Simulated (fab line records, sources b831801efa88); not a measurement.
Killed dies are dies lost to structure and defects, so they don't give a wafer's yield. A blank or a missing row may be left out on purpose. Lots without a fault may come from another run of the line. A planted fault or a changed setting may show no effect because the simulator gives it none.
fab line records | flow sfq_line
record lots=6 wafers=18 last_day=89
route steps=325 shown I2@107 M3@118
lots that met no fault: from a run of the same line without faults
start_h: hours from the record's first day to the start of the lot's first wafer shown | wait_h: hours since the lot's step before | " the same as in the row above | L1.1+2: a row that stands for several wafers | - no value, or no start given | * or withheld: withheld | < > ~ a bound
route shown NAME@n: a module of which the file shows steps, and the number in the route of the first | usual: mean/standard deviation of fault-free wafers | same: alike in all rows | chamber/n: place in a boat | sites: the reading at each site | _std_site: their standard deviation | _edge_site: outer sites' mean less inner sites' | radius_mm: how far each site lies from the wafer's centre | mask NAME#n: copy n | behind: the tool/chamber that last shaped the wafer | hold: why the lot was held/for how many hours/how that ended | device: the transistor (n, p or np) that didn't switch | end of line: the same wafers' tests at the end of the route | a step without rows: its recipe alone | killed: dies lost to structure and defects at the first sort, not the wafer's yield | map: a wafer's dies, x killed, . not, _ none there
set.NAME: the setting as run; set.NAME@STEP: as run at that earlier step | model.NAME: the simulator's own value behind a step, which no gauge read
lots at some steps of the route; a table a step, a row a wafer
services: from which hour (start_h, from the record's first day; less than 0 if before it) a tool's chamber was out of use, for how many hours, and why
## steps
# step SFQ_TRILAYER_I2_VIA_LITHO_COAT_072
# recipe resist=BARC spin_rpm=3000 resist_thk_nm=62
# step SFQ_TRILAYER_I2_VIA_LITHO_COAT_067
# recipe resist=KrF spin_rpm=3036 resist_thk_nm=650
# step SFQ_TRILAYER_I2_VIA_LITHO_SOFTBAKE_071
# recipe temp_c=withheld time_s=withheld resist=KrF
# step SFQ_TRILAYER_I2_VIA_LITHO_EXPOSE_068
# recipe mask_id=I2 na=0.6 source_shape=conventional sigma_outer=0.65 target_cd_nm=500 dose_mj=21.3
# step SFQ_TRILAYER_I2_VIA_LITHO_PEB_070
# recipe peb_temp_c=115 peb_time_s=60 resist=KrF
# step SFQ_TRILAYER_I2_VIA_LITHO_DEVELOP_069
# recipe time_s=60 resist=KrF
# step SFQ_I2_OVL_MEAS_918
# usual I2_OVL=1/5.4
# columns lot.wafer tool chamber start_h wait_h I2_OVL[nm]
L518.3 overlay-01 - 756.49 0.1 4
L518.5 " - " " 3
L518.6 " - " " -3
L520.1 overlay-01 - 760.07 0.1 1
L520.3 " - " " 0
L520.6 " - " " 7
L523.1 overlay-01 - 840.15 0.1 0
L523.4 " - " " -5
L523.5 " - " " -4
L525.1 overlay-01 - 870.21 0.1 -14
L525.3 " - " " -5
L525.4 " - " " -3
L530.3 overlay-01 - 945.56 0.1 -9
L530.4 " - " " -8
L530.5 " - " " -4
L531.1 overlay-02 - 1077.29 0.1 8
L531.2 " - " " 0
L531.5 " - " " 2
# step SFQ_TRILAYER_I2_VIA_BARC_OPEN_VIA_ETCH_096
# recipe mask_material=PR chemistry=O2 target_depth_nm=125 target=BARC source_w=500 bias_w=80 pressure_mtorr=30 time_s=41.7
# usual drypump_motor_current_A=5.7/0.36 oes_product_au=0.685/0.0044
# columns lot.wafer tool chamber start_h wait_h drypump_motor_current_A oes_product_au rf_hours_counter_h
L518.3 rie_diel-04 3 756.51 0.0 5.7 0.681 3
L518.5 " 3 " " 5.7 0.678 -
L518.6 " 0 " " 5.0 0.680 -
L520.1 rie_diel-01 3 760.11 0.0 5.8 0.687 13
L520.3 " 0 " " 5.4 0.690 12
L520.6 " 1 " " 5.8 0.685 -
L523.1 rie_diel-01 2 840.19 0.0 6.2 0.682 4
L523.4 " 1 " " 5.8 0.689 14
L523.5 " 3 " " 5.9 0.685 -
L525.1 rie_diel-01 1 870.24 0.0 5.8 0.683 14
L525.3 " 0 " " 5.4 0.684 14
L525.4 " 3 " " 5.9 0.685 14
L530.3 rie_diel-04 2 945.58 0.0 5.0 0.686 2
L530.4 " 3 " " 5.7 0.694 5
L530.5 " 1 " " 6.0 0.690 -
L531.1 rie_diel-03 1 1077.32 0.0 5.8 0.684 9
L531.2 " 3 " " 6.0 0.683 17
L531.5 " 2 " " 5.8 0.685 -
# step SFQ_TRILAYER_I2_VIA_ETCH_VIA_ETCH_070
# recipe target=SiO2 stop_on=Nb mask_material=PR taper_deg=20 chemistry=CHF3 target_depth_nm=260 source_w=500 bias_w=80 pressure_mtorr=30 time_s=withheld
# usual drypump_motor_current_A=5.7/0.36 oes_product_au=0.855/0.0054
# columns lot.wafer tool chamber start_h wait_h drypump_motor_current_A oes_product_au
L518.3 rie_diel-04 3 756.55 0.0 5.7 0.849
L518.5 " 3 " " 5.7 0.849
L518.6 " 0 " " 5.0 0.850
L520.1 rie_diel-01 3 760.15 0.0 5.9 0.849
L520.3 " 0 " " 5.4 0.848
L520.6 " 1 " " 5.8 0.850
L523.1 rie_diel-01 2 840.23 0.0 6.2 0.855
L523.4 " 1 " " 5.8 0.851
L523.5 " 3 " " 5.8 0.859
L525.1 rie_diel-01 1 870.28 0.0 5.8 0.857
L525.3 " 0 " " 5.4 0.855
L525.4 " 3 " " 5.9 0.850
L530.3 rie_diel-04 2 945.62 0.0 5.0 0.865
L530.4 " 3 " " 5.7 0.850
L530.5 " 1 " " 6.0 0.855
L531.1 rie_diel-03 1 1077.36 0.0 5.8 0.856
L531.2 " 3 " " 6.0 0.860
L531.5 " 2 " " 5.8 0.849
# step SFQ_TRILAYER_I2_VIA_STRIP_STRIP_071
# recipe gas=O2 power_w=200 platen_temp_c=40 overash_fraction=0.65 chemistry=O2 pressure_mtorr=50
# usual drypump_motor_current_A=5.9/0.46 he_backside_leak_sccm=3.36/0.21 oes_product_au=0.999/0.0068
# columns lot.wafer tool chamber start_h wait_h drypump_motor_current_A he_backside_leak_sccm oes_product_au rf_hours_counter_h
L518.3 rie_metal-02 1 756.86 - 5.4 3.14 1.010 -
L518.5 " 1 " " 5.4 3.33 1.000 -
L518.6 " 0 " " 6.3 3.17 0.993 -
L520.1 rie_metal-01 0 760.26 - 6.4 3.40 1.002 45
L520.3 " 1 " " 5.9 3.38 1.007 -
L520.6 " 0 " " 6.5 3.51 1.001 -
L523.1 rie_metal-04 1 840.34 - 5.9 3.27 0.996 77
L523.4 " 0 " " 5.1 3.32 1.005 -
L523.5 " 1 " " 5.8 3.20 1.003 -
L525.1 rie_metal-02 1 870.40 - 5.4 3.01 1.008 59
L525.3 " 1 " " 5.4 3.06 0.995 -
L525.4 " 0 " " 6.3 3.17 0.991 -
L530.3 rie_metal-01 1 945.94 - 5.9 3.37 1.000 -
L530.4 " 0 " " 6.4 3.52 0.994 -
L530.5 " 1 " " 5.9 3.43 1.003 -
L531.1 rie_metal-01 1 1077.47 - 5.9 3.64 1.000 42
L531.2 " 0 " " 6.4 3.65 0.987 89
L531.5 " 0 " " 6.4 3.62 1.008 -
# step SFQ_TRILAYER_I2_VIA_STRIP_SOLV_CLEAN_072
# recipe chemistry=NMP temp_c=70 time_s=600
# step SFQ_TRILAYER_M3_DEP_PRE_CLEAN_074
# recipe gas=Ar time_s=22.5 bias_v=250
# step SFQ_TRILAYER_M3_DEP_SPUTTER_073
# recipe material=Nb base_pressure_pa=1.33e-06 chamber_pressure_pa=0.1383 substrate_temp_c=20 resputter_cathode_voltage_v=400 target_thk_nm=200 power_w=2000 time_s=133.3
# usual throttle_valve_pct=30.1/0.96
# columns lot.wafer tool chamber start_h wait_h throttle_valve_pct
L518.3 pvd_sputter-06 - 757.47 0.0 28.8
L518.5 " - " " 29.8
L518.6 " - " " 30.2
L520.1 pvd_sputter-03 - 761.24 0.0 28.0
L520.3 " - " " 31.8
L520.6 " - " " 31.5
L523.1 pvd_sputter-03 - 841.14 0.0 29.9
L523.4 " - " " 30.8
L523.5 " - " " 30.5
L523.1 pvd_sputter-03 - 841.40 0.2 30.2
L523.4 " - " " 30.5
L523.5 " - " " 30.1
L525.1 pvd_sputter-06 - 871.20 0.0 28.7
L525.3 " - " " 30.1
L525.4 " - " " 29.4
L525.1 pvd_sputter-06 - 871.46 0.2 28.7
L525.3 " - " " 30.0
L525.4 " - " " 29.3
L530.3 pvd_sputter-06 - 946.54 0.0 30.2
L530.4 " - " " 29.4
L530.5 " - " " 28.8
L531.1 pvd_sputter-06 - 1078.28 0.0 30.2
L531.2 " - " " 30.4
L531.5 " - " " 30.5
# step SFQ_M3_RS_MEAS_919
# recipe thk_meas_gauge=four-point-probe reads=Nb_of_TRILAYER_M3_DEP_SPUTTER_073
# usual M3_NB_RS=0.894/0.0078
# columns lot.wafer tool chamber start_h wait_h M3_NB_RS[ohm/sq]
L518.3 film_metro-04 - 757.60 0.1 0.894
L518.5 " - " " 0.894
L518.6 " - " " 0.903
L520.1 film_metro-04 - 761.33 0.0 0.905
L520.3 " - " " 0.908
L520.6 " - " " 0.901
L523.1 film_metro-01 - 841.49 0.0 0.448
L523.4 " - " " 0.445
L523.5 " - " " 0.445
L525.1 film_metro-01 - 871.55 0.0 0.445
L525.3 " - " " 0.442
L525.4 " - " " 0.444
L530.3 film_metro-04 - 946.67 0.1 0.901
L530.4 " - " " 0.905
L530.5 " - " " 0.900
L531.1 film_metro-03 - 1078.37 0.0 0.902
L531.2 " - " " 0.900
L531.5 " - " " 0.900
# step SFQ_TRILAYER_M3_LITHO_COAT_080
# recipe resist=BARC spin_rpm=3000 resist_thk_nm=62
# step SFQ_TRILAYER_M3_LITHO_COAT_075
# recipe resist=KrF spin_rpm=3000 resist_thk_nm=600
# step SFQ_TRILAYER_M3_LITHO_SOFTBAKE_079
# recipe temp_c=withheld time_s=withheld resist=KrF
# step SFQ_TRILAYER_M3_LITHO_EXPOSE_076
# recipe mask_id=M3 na=0.6 source_shape=conventional sigma_outer=0.65 target_cd_nm=500 dose_mj=14.4
# step SFQ_TRILAYER_M3_LITHO_PEB_078
# recipe peb_temp_c=115 peb_time_s=60 resist=KrF
# step SFQ_TRILAYER_M3_LITHO_DEVELOP_077
# recipe time_s=60 resist=KrF
# step SFQ_M3_OVL_MEAS_921
# usual M3_OVL=-3/4.7
# columns lot.wafer tool chamber start_h wait_h M3_OVL[nm]
L518.3 overlay-01 - 913.17 0.1 3
L518.5 " - " " 8
L518.6 " - " " 6
L520.1 overlay-01 - 917.96 0.1 -1
L520.3 " - " " -1
L520.6 " - " " -2
L523.1 overlay-01 - 989.95 0.1 3
L523.4 " - " " -5
L523.5 " - " " -3
L525.1 overlay-01 - 1012.79 0.1 -13
L525.3 " - " " -7
L525.4 " - " " -6
L530.3 overlay-01 - 1055.57 0.1 -7
L530.4 " - " " -4
L530.5 " - " " 3
L531.1 overlay-02 - 1080.92 0.1 -2
L531.2 " - " " -7
L531.5 " - " " -4
# step SFQ_TRILAYER_M3_BARC_OPEN_METAL_ETCH_100
# recipe mask_material=PR chemistry=O2 target_depth_nm=125 target=BARC icp_w=600 bias_w=78.62 pressure_mtorr=10 time_s=41.7
# usual drypump_motor_current_A=5.8/0.4 he_backside_leak_sccm=3.36/0.18 oes_product_au=0.685/0.0044
# columns lot.wafer tool chamber start_h wait_h drypump_motor_current_A he_backside_leak_sccm oes_product_au rf_hours_counter_h
L518.3 rie_metal-03 1 913.22 0.0 6.0 3.45 0.682 -
L518.5 " 0 " " 6.1 3.50 0.681 -
L518.6 " 1 " " 6.0 3.14 0.683 -
L520.1 rie_metal-04 0 918.00 0.0 5.1 3.32 0.689 32
L520.3 " 1 " " 5.8 3.18 0.686 -
L520.6 " 0 " " 5.1 3.35 0.677 -
L523.1 rie_metal-03 1 989.98 0.0 6.0 3.20 0.677 103
L523.4 " 0 " " 6.1 3.71 0.687 -
L523.5 " 0 " " 6.1 3.50 0.687 -
L525.1 rie_metal-03 0 1012.82 0.0 6.1 3.69 0.686 21
L525.3 " 0 " " 6.1 3.70 0.684 -
L525.4 " 0 " " 6.1 3.61 0.684 -
L530.3 rie_metal-04 0 1055.62 0.0 5.1 3.08 0.689 -
L530.4 " 1 " " 5.8 3.28 0.683 -
L530.5 " 0 " " 5.1 3.26 0.688 -
L531.1 rie_metal-04 1 1080.96 0.0 5.8 3.30 0.685 115
L531.2 " 1 " " 5.8 3.13 0.682 -
L531.5 " 1 " " 5.8 3.30 0.684 -
# step SFQ_TRILAYER_M3_ETCH_METAL_ETCH_078
# recipe target=Nb stop_on=SiO2 mask_material=PR chemistry=Cl2/Ar target_depth_nm=240 icp_w=600 bias_w=80 pressure_mtorr=10 time_s=120
# usual drypump_motor_current_A=5.8/0.4 he_backside_leak_sccm=3.4/0.34 oes_product_au=0.893/0.0061
# columns lot.wafer tool chamber start_h wait_h drypump_motor_current_A he_backside_leak_sccm oes_product_au rf_hours_counter_h model.M3.feature_depth_nm model.etch.depth_nm
L518.3 rie_metal-03 1 913.30 0.1 6.0 3.4 0.889 - 199.7 199.7
L518.5 " 0 " " 6.1 3.5 0.892 - 199.9 199.9
L518.6 " 1 " " 6.0 3.5 0.886 - 198 198
L520.1 rie_metal-04 0 918.06 0.0 5.1 3.5 0.873 32 197.4 197.4
L520.3 " 1 " " 5.8 3.2 0.883 - 196.5 196.5
L520.6 " 0 " " 5.1 3.5 0.888 - 198.1 198.1
L523.1 rie_metal-03 1 990.04 0.0 6.0 3.6 1.006 103 241.9 241.9
L523.4 " 0 " " 6.1 3.6 1.022 - 245.8 245.8
L523.5 " 0 " " 6.1 3.7 1.015 - 245.7 245.7
L525.1 rie_metal-03 0 1012.94 0.1 6.1 3.5 0.998 21 240.6 240.6
L525.3 " 0 " " 6.1 3.5 1.006 - 241.6 241.6
L525.4 " 0 " " 6.1 3.5 1.015 - 242 242
L530.3 rie_metal-04 0 1055.70 0.1 5.1 3.3 0.883 - 198.4 198.4
L530.4 " 1 " " 5.8 3.3 0.885 - 197 197
L530.5 " 0 " " 5.1 3.3 0.887 - 198.4 198.4
L531.1 rie_metal-04 1 1081.08 0.1 5.8 3.2 0.884 115 197.4 197.4
L531.2 " 1 " " 5.8 3.2 0.888 - 197.7 197.7
L531.5 " 1 " " 5.8 3.2 0.887 - 197.5 197.5
# step SFQ_TRILAYER_M3_STRIP_STRIP_079
# recipe gas=O2 power_w=200 platen_temp_c=40 overash_fraction=0.65 chemistry=O2 pressure_mtorr=50
# usual drypump_motor_current_A=5.8/0.39 he_backside_leak_sccm=3.37/0.29 oes_product_au=1.000/0.0085
# columns lot.wafer tool chamber start_h wait_h drypump_motor_current_A he_backside_leak_sccm oes_product_au rf_hours_counter_h
L518.3 rie_metal-03 1 913.58 0.2 6.0 3.48 1.004 -
L518.5 " 0 " " 6.1 3.52 1.012 -
L518.6 " 1 " " 6.0 3.19 1.002 -
L520.1 rie_metal-04 0 918.18 0.1 5.1 3.46 1.002 32
L520.3 " 1 " " 5.8 3.25 0.992 -
L520.6 " 0 " " 5.1 3.59 1.006 -
L523.1 rie_metal-03 1 990.17 0.1 6.0 3.25 0.998 103
L523.4 " 0 " " 6.1 3.61 1.003 -
L523.5 " 0 " " 6.1 3.53 0.998 -
L525.1 rie_metal-03 0 1013.19 0.2 6.1 3.69 1.013 21
L525.3 " 0 " " 6.1 3.62 1.000 -
L525.4 " 0 " " 6.1 3.57 1.017 -
L530.3 rie_metal-04 0 1055.98 0.2 5.1 3.46 0.990 -
L530.4 " 1 " " 5.9 3.22 0.994 -
L530.5 " 0 " " 5.1 3.42 0.993 -
L531.1 rie_metal-04 1 1081.33 0.2 5.8 3.43 1.000 115
L531.2 " 1 " " 5.8 3.38 1.001 -
L531.5 " 1 " " 5.8 3.39 0.995 -
## services
# columns tool chamber start_h hours kind
rie_metal-01 0 741.76 4.3 repair
rie_metal-02 1 747.28 5.9 repair
pvd_sputter-06 - 799.43 1.3 repair
pvd_sputter-03 - 809.01 8.8 repair
rie_metal-01 1 814.38 6.8 repair
rie_metal-02 - 835.04 0.8 repair
rie_metal-03 - 837.94 2.4 repair
rie_metal-03 - 852.75 1.3 repair
pvd_sputter-06 - 859.64 1.6 repair
rie_diel-01 2 893.54 3.5 repair
rie_metal-03 0 905.28 3.3 repair
pvd_sputter-03 - 906.65 9.6 repair
rie_diel-03 3 921.76 18.6 repair
rie_metal-03 - 932.83 0.8 repair
pvd_sputter-03 - 966.97 1.4 repair
rie_metal-01 - 979.78 0.8 repair
rie_metal-02 - 998.24 1.0 repair
rie_metal-01 - 1002.77 28.1 pm
rie_metal-03 1 1005.37 17.1 repair
pvd_sputter-06 - 1013.31 21.9 repair
pvd_sputter-06 - 1019.81 1.0 repair
rie_diel-04 - 1020.65 2.8 pm
rie_metal-04 0 1063.00 20.2 repair
rie_diel-04 - 1073.03 4.3 pm
## key
first_sign step=SFQ_TRILAYER_M3_DEP_SPUTTER_073 reading=visit direction=added
effect step=SFQ_M3_RS_MEAS_919 reading=M3_NB_RS direction=down sigmas=57 usual=0.894 struck=0.445
effect step=SFQ_TRILAYER_M3_ETCH_METAL_ETCH_078 reading=oes_product_au direction=up sigmas=19 usual=0.893 struck=1.010
model_effect step=SFQ_TRILAYER_M3_ETCH_METAL_ETCH_078 value=M3.feature_depth_nm without=198.5 struck=242.9
met_at SFQ_TRILAYER_M3_DEP_SPUTTER_073
struck_wafers L523.1,L523.4,L523.5,L525.1,L525.3,L525.4
fault kind=repeated_step_whole tool=pvd_sputter-03,pvd_sputter-05,pvd_sputter-06 chamber=- onset_h=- steps=SFQ_TRILAYER_M3_DEP_SPUTTER_073 times=1 scope=struck_lots_only
